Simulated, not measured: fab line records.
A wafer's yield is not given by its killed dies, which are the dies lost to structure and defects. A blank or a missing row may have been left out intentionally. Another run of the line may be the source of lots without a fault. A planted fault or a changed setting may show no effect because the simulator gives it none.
fab line records | flow sky130
[record] lots = 12 | wafers = 36 | last_day = 50
route steps=708 shown FIELD_ISO@1 PWDE@54 VT_ADJUST_HVTP@89 VT_ADJUST_LVTN@118
lots that met no fault: from a run of the same line without faults
start_h: hours from the record's first day to the start of the lot's first wafer shown | wait_h: hours from the lot's prior step to this one | " same as the row above | L1.1+2: several wafers, shown together as one row | - no value, or no start given | * or withheld: withheld | < > ~ a bound
route shown NAME@n: names a module that has steps shown in the file, with the first one's number in the route | usual: the fault-free wafers' mean and standard deviation | same: alike in all rows | chamber/n: place in a boat | sites: the reading at each site | _std_site: their standard deviation | _edge_site: the outer-site mean with the inner-site mean subtracted | radius_mm: for every site, how far away it sits from the centre of the wafer | mask NAME#n: copy n | behind: tool/chamber where the wafer was last shaped | hold: the reason the lot was held/the length of the hold in hours/how it ended | device: names the non-switching transistor (n, p or np) | end of line: tests of these same wafers at the route's end | where a step has no rows: the recipe by itself | killed: dies that structure and defects cost at the first sort, which is not the same as the wafer's yield | map: per-die view of a wafer (x killed, . not killed, _ where there is no die)
set.NAME: setting as actually run; set.NAME@STEP: the setting as run at that earlier step | model.NAME: the simulator's own value behind a step, which no gauge read
one table for each step of the route and one row for each wafer, over a sample of lots
services: the hour from which a tool's chamber was out of use, counted from the record's first day as start_h (under 0 if before that day), plus the number of hours and why
[[steps]]
[step SKY_FIELD_ISO_BOW_MEAS_00]
[recipe] mode = bow
[usual] INCOMING_BOW = 0/6.1
lot.wafer | tool          | chamber | start_h | wait_h | INCOMING_BOW[um]
L668.2    | film_metro-03 | -       | 15.02   | -      | 5
L668.3    | "             | -       | "       | "      | -6
L668.4    | "             | -       | "       | "      | -5
L669.1    | film_metro-01 | -       | 20.00   | -      | -8
L669.4    | "             | -       | "       | "      | 2
L669.5    | "             | -       | "       | "      | 4
L671.1    | film_metro-01 | -       | 30.00   | -      | 7
L671.3    | "             | -       | "       | "      | -5
L671.6    | "             | -       | "       | "      | -1
L672.1    | film_metro-03 | -       | 35.00   | -      | -13
L672.2    | "             | -       | "       | "      | -3
L672.6    | "             | -       | "       | "      | -9
L674.2    | film_metro-03 | -       | 45.02   | -      | 5
L674.5    | "             | -       | "       | "      | -8
L674.6    | "             | -       | "       | "      | -7
L676.1    | film_metro-01 | -       | 55.00   | -      | -1
L676.2    | "             | -       | "       | "      | 6
L676.5    | "             | -       | "       | "      | 3
L677.1    | film_metro-04 | -       | 60.00   | -      | 6
L677.2    | "             | -       | "       | "      | -5
L677.3    | "             | -       | "       | "      | -5
L678.1    | film_metro-01 | -       | 65.00   | -      | 0
L678.3    | "             | -       | "       | "      | -5
L678.4    | "             | -       | "       | "      | 7
L679.1    | film_metro-04 | -       | 70.00   | -      | -5
L679.3    | "             | -       | "       | "      | -8
L679.6    | "             | -       | "       | "      | -6
L687.3    | film_metro-03 | -       | 110.04  | -      | -14
L687.4    | "             | -       | "       | "      | 8
L687.6    | "             | -       | "       | "      | -1
L688.1    | film_metro-01 | -       | 115.00  | -      | -5
L688.5    | "             | -       | "       | "      | 5
L688.6    | "             | -       | "       | "      | 6
L689.2    | film_metro-03 | -       | 120.02  | -      | 3
L689.3    | "             | -       | "       | "      | 4
L689.5    | "             | -       | "       | "      | 1
[step SKY_PWDE_STRIP_09]
[recipe] chemistry = O2/N2 | power_w = 1400 | pressure_mtorr = 1500 | platen_temp_c = withheld | o2_flow_sccm = 3000 | n2_flow_sccm = 300 | overash_fraction = 0.5
[usual] chamber_pressure_mTorr = 1500.0/1.3 | drypump_motor_current_A = 5.7/0.33 | oes_product_au = 0.722/0.0047 | strip_time_to_endpoint_s = 36.91/0.13
lot.wafer | tool            | chamber | start_h | wait_h | chamber_pressure_mTorr | drypump_motor_current_A | oes_product_au | rf_hours_counter_h | strip_time_to_endpoint_s
L668.2    | plasma_asher-04 | 0       | 74.12   | 0.1    | 1499.6                 | 5.6                     | 0.723          | 39                 | 36.90
L668.3    | "               | 1       | "       | "      | 1502.5                 | 5.7                     | 0.726          | -                  | 36.81
L668.4    | "               | 0       | "       | "      | 1500.1                 | 5.6                     | 0.720          | -                  | 36.79
L669.1    | plasma_asher-02 | 1       | 79.42   | 0.1    | 1498.4                 | 5.9                     | 0.719          | 26                 | 36.73
L669.4    | "               | 1       | "       | "      | 1501.3                 | 5.9                     | 0.727          | -                  | 36.75
L669.5    | "               | 0       | "       | "      | 1502.3                 | 6.4                     | 0.715          | -                  | 36.70
L671.1    | plasma_asher-02 | 1       | 92.50   | 0.1    | 1498.3                 | 5.9                     | 0.721          | 28                 | 37.04
L671.3    | "               | 0       | "       | "      | 1498.0                 | 6.4                     | 0.720          | -                  | 37.01
L671.6    | "               | 1       | "       | "      | 1502.9                 | 5.9                     | 0.716          | -                  | 37.00
L672.1    | plasma_asher-02 | 1       | 98.07   | 0.1    | 1502.0                 | 5.9                     | 0.711          | 28                 | 36.95
L672.2    | "               | 0       | "       | "      | 1500.0                 | 6.4                     | 0.726          | 28                 | 36.97
L672.6    | "               | 1       | "       | "      | 1500.1                 | 5.9                     | 0.719          | -                  | 36.90
L674.2    | plasma_asher-03 | 0       | 111.10  | 0.1    | 1498.9                 | 5.4                     | 0.723          | 38                 | 37.21
L674.5    | "               | 1       | "       | "      | 1498.8                 | 5.4                     | 0.730          | -                  | 37.18
L674.6    | "               | 0       | "       | "      | 1500.4                 | 5.4                     | 0.723          | -                  | 37.14
L676.1    | plasma_asher-03 | 0       | 118.05  | 0.1    | 1496.6                 | 5.3                     | 0.720          | 39                 | 36.90
L676.2    | "               | 1       | "       | "      | 1499.3                 | 5.5                     | 0.728          | 39                 | 36.77
L676.5    | "               | 1       | "       | "      | 1498.7                 | 5.4                     | 0.721          | -                  | 36.95
L677.1    | plasma_asher-03 | 0       | 124.60  | 0.1    | 1501.1                 | 5.4                     | 0.721          | 40                 | 36.88
L677.2    | "               | 1       | "       | "      | 1500.0                 | 5.4                     | 0.723          | 40                 | 36.78
L677.3    | "               | 0       | "       | "      | 1496.6                 | 5.4                     | 0.726          | -                  | 36.74
L678.1    | plasma_asher-03 | 1       | 130.82  | 0.1    | 1501.2                 | 5.5                     | 0.723          | 41                 | 37.14
L678.3    | "               | 1       | "       | "      | 1497.4                 | 5.4                     | 0.731          | -                  | 37.09
L678.4    | "               | 0       | "       | "      | 1500.5                 | 5.4                     | 0.724          | -                  | 37.03
L679.1    | plasma_asher-03 | 1       | 137.57  | 0.1    | 1496.5                 | 5.4                     | 0.720          | 42                 | 36.93
L679.3    | "               | 1       | "       | "      | 1501.1                 | 5.4                     | 0.725          | -                  | 36.90
L679.6    | "               | 1       | "       | "      | 1499.7                 | 5.4                     | 0.718          | -                  | 36.79
L687.3    | plasma_asher-02 | 1       | 182.26  | 0.1    | 1499.3                 | 5.9                     | 0.720          | -                  | 36.96
L687.4    | "               | 0       | "       | "      | 1501.1                 | 6.4                     | 0.726          | -                  | 37.00
L687.6    | "               | 0       | "       | "      | 1499.0                 | 6.4                     | 0.715          | -                  | 37.06
L688.1    | plasma_asher-02 | 0       | 186.56  | 0.1    | 1500.5                 | 6.4                     | 0.725          | 31                 | 36.97
L688.5    | "               | 1       | "       | "      | 1497.7                 | 5.9                     | 0.727          | -                  | 36.96
L688.6    | "               | 0       | "       | "      | 1500.5                 | 6.4                     | 0.722          | -                  | 37.04
L689.2    | plasma_asher-03 | 1       | 194.65  | 0.1    | 1501.2                 | 5.4                     | 0.720          | 49                 | 36.83
L689.3    | "               | 1       | "       | "      | 1501.8                 | 5.4                     | 0.722          | -                  | 36.80
L689.5    | "               | 1       | "       | "      | 1502.6                 | 5.4                     | 0.721          | -                  | 36.82
[step SKY_VT_ADJUST_HVTP_EXPOSE_04]
[recipe] mask_id = HVTPM | na = 0.6 | source_shape = conventional | sigma_outer = 0.6 | polarization = unpolarized | target_cd_nm = 380 | dose_mj = 140
[usual] exposure_dose_mJ_cm2 = 140.00/0.15
lot.wafer | tool             | chamber | start_h | wait_h | mask    | exposure_dose_mJ_cm2
L668.2    | iline_stepper-01 | 0       | 120.20  | -      | HVTPM#0 | 139.99
L668.3    | "                | 0       | "       | "      | HVTPM#0 | 139.85
L668.4    | "                | 0       | "       | "      | HVTPM#0 | 139.92
L669.1    | iline_stepper-01 | 0       | 125.54  | -      | HVTPM#0 | 140.08
L669.4    | "                | 0       | "       | "      | HVTPM#0 | 140.13
L669.5    | "                | 0       | "       | "      | HVTPM#0 | 140.17
L671.1    | iline_stepper-01 | 0       | 140.94  | -      | HVTPM#0 | 140.08
L671.3    | "                | 0       | "       | "      | HVTPM#0 | 140.08
L671.6    | "                | 0       | "       | "      | HVTPM#0 | 140.19
L672.1    | iline_stepper-01 | 0       | 146.77  | -      | HVTPM#0 | 140.08
L672.2    | "                | 0       | "       | "      | HVTPM#0 | 140.14
L672.6    | "                | 0       | "       | "      | HVTPM#0 | 139.83
L674.2    | iline_stepper-01 | 0       | 160.14  | -      | HVTPM#0 | 139.91
L674.5    | "                | 0       | "       | "      | HVTPM#0 | 139.91
L674.6    | "                | 0       | "       | "      | HVTPM#0 | 140.08
L676.1    | iline_stepper-02 | 0       | 167.94  | -      | HVTPM#0 | 139.71
L676.2    | "                | 0       | "       | "      | HVTPM#0 | 139.76
L676.5    | "                | 0       | "       | "      | HVTPM#0 | 139.70
L677.1    | iline_stepper-02 | 0       | 175.49  | -      | HVTPM#0 | 140.04
L677.2    | "                | 0       | "       | "      | HVTPM#0 | 139.91
L677.3    | "                | 0       | "       | "      | HVTPM#0 | 140.03
L678.1    | iline_stepper-02 | 0       | 182.47  | -      | HVTPM#0 | 139.99
L678.3    | "                | 0       | "       | "      | HVTPM#0 | 139.89
L678.4    | "                | 0       | "       | "      | HVTPM#0 | 139.94
L679.1    | iline_stepper-02 | 0       | 189.24  | -      | HVTPM#0 | 140.03
L679.3    | "                | 0       | "       | "      | HVTPM#0 | 139.95
L679.6    | "                | 0       | "       | "      | HVTPM#0 | 140.07
L687.3    | iline_stepper-01 | 0       | 238.88  | -      | HVTPM#0 | 142.99
L687.4    | "                | 0       | "       | "      | HVTPM#0 | 142.99
L687.6    | "                | 0       | "       | "      | HVTPM#0 | 142.93
L688.1    | iline_stepper-02 | 0       | 244.59  | -      | HVTPM#0 | 140.14
L688.5    | "                | 0       | "       | "      | HVTPM#0 | 140.10
L688.6    | "                | 0       | "       | "      | HVTPM#0 | 140.15
L689.2    | iline_stepper-01 | 0       | 253.63  | -      | HVTPM#0 | 142.35
L689.3    | "                | 0       | "       | "      | HVTPM#0 | 142.11
L689.5    | "                | 0       | "       | "      | HVTPM#0 | 141.90
[step SKY_VT_ADJUST_HVTP_CD_MEAS_07]
[recipe] target_cd_nm = 380
[usual] cd_nm = 380.1/2.3
lot.wafer | tool      | chamber | start_h | wait_h | cd_nm
L668.2    | cd_sem-01 | -       | 129.71  | 0.1    | 378.7
L668.3    | "         | -       | "       | "      | 379.0
L668.4    | "         | -       | "       | "      | 378.0
L669.1    | cd_sem-01 | -       | 134.39  | 0.1    | 381.0
L669.4    | "         | -       | "       | "      | 379.0
L669.5    | "         | -       | "       | "      | 379.9
L671.1    | cd_sem-02 | -       | 150.62  | 0.1    | 381.7
L671.3    | "         | -       | "       | "      | 380.2
L671.6    | "         | -       | "       | "      | 380.8
L672.1    | cd_sem-02 | -       | 156.62  | 0.1    | 376.8
L672.2    | "         | -       | "       | "      | 378.2
L672.6    | "         | -       | "       | "      | 375.9
L674.2    | cd_sem-02 | -       | 169.94  | 0.1    | 384.2
L674.5    | "         | -       | "       | "      | 382.0
L674.6    | "         | -       | "       | "      | 381.5
L676.1    | cd_sem-01 | -       | 177.12  | 0.1    | 381.1
L676.2    | "         | -       | "       | "      | 377.8
L676.5    | "         | -       | "       | "      | 382.1
L677.1    | cd_sem-01 | -       | 186.04  | 0.1    | 379.6
L677.2    | "         | -       | "       | "      | 379.1
L677.3    | "         | -       | "       | "      | 381.2
L678.1    | cd_sem-01 | -       | 192.72  | 0.1    | 378.6
L678.3    | "         | -       | "       | "      | 378.9
L678.4    | "         | -       | "       | "      | 380.8
L679.1    | cd_sem-01 | -       | 200.07  | 0.1    | 380.4
L679.3    | "         | -       | "       | "      | 380.7
L679.6    | "         | -       | "       | "      | 378.6
L687.3    | cd_sem-02 | -       | 250.86  | 0.1    | 386.9
L687.4    | "         | -       | "       | "      | 385.6
L687.6    | "         | -       | "       | "      | 387.8
L688.1    | cd_sem-02 | -       | 255.94  | 0.1    | 382.6
L688.5    | "         | -       | "       | "      | 382.3
L688.6    | "         | -       | "       | "      | 383.3
L689.2    | cd_sem-02 | -       | 265.24  | 0.1    | 387.0
L689.3    | "         | -       | "       | "      | 388.9
L689.5    | "         | -       | "       | "      | 388.1
[step SKY_VT_ADJUST_LVTN_TW_MEAS_21]
[usual] VT_ADJUST_LVTN_2_TW = 186.8/1.7
lot.wafer | tool          | chamber | start_h | wait_h | VT_ADJUST_LVTN_2_TW
L668.2    | film_metro-03 | -       | 168.96  | 0.1    | 187.4
L668.3    | "             | -       | "       | "      | 187.7
L668.4    | "             | -       | "       | "      | 188.5
L669.1    | film_metro-01 | -       | 173.85  | 0.1    | 187.8
L669.4    | "             | -       | "       | "      | 185.8
L669.5    | "             | -       | "       | "      | 187.4
L671.1    | film_metro-02 | -       | 192.70  | 0.1    | 184.4
L671.3    | "             | -       | "       | "      | 184.7
L671.6    | "             | -       | "       | "      | 185.3
L672.1    | film_metro-02 | -       | 198.65  | 0.1    | 183.9
L672.2    | "             | -       | "       | "      | 183.3
L672.6    | "             | -       | "       | "      | 185.1
L674.2    | film_metro-03 | -       | 215.13  | 0.1    | 188.1
L674.5    | "             | -       | "       | "      | 187.2
L674.6    | "             | -       | "       | "      | 189.2
L676.1    | film_metro-01 | -       | 221.75  | 0.1    | 185.6
L676.2    | "             | -       | "       | "      | 185.4
L676.5    | "             | -       | "       | "      | 187.2
L677.1    | film_metro-02 | -       | 232.05  | 0.1    | 185.8
L677.2    | "             | -       | "       | "      | 186.1
L677.3    | "             | -       | "       | "      | 186.6
L678.1    | film_metro-03 | -       | 238.93  | 0.1    | 187.5
L678.3    | "             | -       | "       | "      | 186.9
L678.4    | "             | -       | "       | "      | 187.7
L679.1    | film_metro-03 | -       | 246.38  | 0.1    | 188.1
L679.3    | "             | -       | "       | "      | 188.5
L679.6    | "             | -       | "       | "      | 188.8
L687.3    | film_metro-02 | -       | 300.35  | 0.1    | 187.6
L687.4    | "             | -       | "       | "      | 187.3
L687.6    | "             | -       | "       | "      | 186.5
L688.1    | film_metro-02 | -       | 306.50  | 0.1    | 187.9
L688.5    | "             | -       | "       | "      | 187.2
L688.6    | "             | -       | "       | "      | 186.9
L689.2    | film_metro-01 | -       | 315.99  | 0.1    | 186.2
L689.3    | "             | -       | "       | "      | 186.0
L689.5    | "             | -       | "       | "      | 186.1
[[services]]
tool             | chamber | start_h | hours | kind
iline_stepper-01 | -       | 107.63  | 2.1   | pm
plasma_asher-02  | -       | 109.33  | 1.5   | repair
iline_stepper-01 | -       | 109.72  | -     | consumable_replace:lamp
iline_stepper-02 | -       | 118.44  | 2.1   | pm
iline_stepper-02 | -       | 120.53  | -     | consumable_replace:lamp
plasma_asher-02  | -       | 122.32  | 58.8  | repair
iline_stepper-01 | -       | 183.31  | 1.7   | pm
plasma_asher-04  | -       | 187.11  | 1.5   | repair
iline_stepper-01 | -       | 205.17  | 4.4   | pm
plasma_asher-03  | -       | 208.25  | 1.2   | repair
iline_stepper-02 | -       | 222.18  | 0.6   | repair
iline_stepper-01 | -       | 232.05  | 1.8   | repair
iline_stepper-01 | 0       | 233.01  | -     | calibration
iline_stepper-02 | 0       | 236.66  | -     | calibration
plasma_asher-03  | -       | 236.83  | 0.5   | repair
iline_stepper-02 | -       | 251.47  | 40.1  | repair
[[key]]
[first_sign] step = SKY_VT_ADJUST_HVTP_EXPOSE_04 | reading = exposure_dose_mJ_cm2 | direction = up | sigmas = 17 | usual = * | struck = *
[effect] step = SKY_VT_ADJUST_HVTP_CD_MEAS_07 | reading = cd_nm | direction = up | sigmas = 3.2 | usual = 380.1 | struck = 387.4 | through = control_loop
met_at SKY_VT_ADJUST_HVTP_EXPOSE_04
struck_lots L687,L689
tester_left_out L687,L689
[loop_trim] step = SKY_VT_ADJUST_HVTP_EXPOSE_04 | setting = dose | lots = L689
not_acting_at SKY_FIELD_ISO_BOW_MEAS_00,SKY_PWDE_STRIP_09,SKY_VT_ADJUST_LVTN_TW_MEAS_21
onset_between 160.14 238.88
[fault] kind = process_parameter_drift | tool = iline_stepper-01 | chamber = - | onset_h = 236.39 | steps = SKY_VT_ADJUST_HVTP_EXPOSE_04 | channel = dose_mj | offset = 2.8195 | shape = step | acts_in = these_recipes_only | stated = 140
// tester_left_out: of these lots the tester's yield and bins aren't shown, on N5 and GAA mostly nor the transistor test; their killed dies are dies lost to structure and defects alone, not to doping, threshold or leakage, so they don't give the yield
// loop_trim: a control loop set the setting to another value than it would have without faults
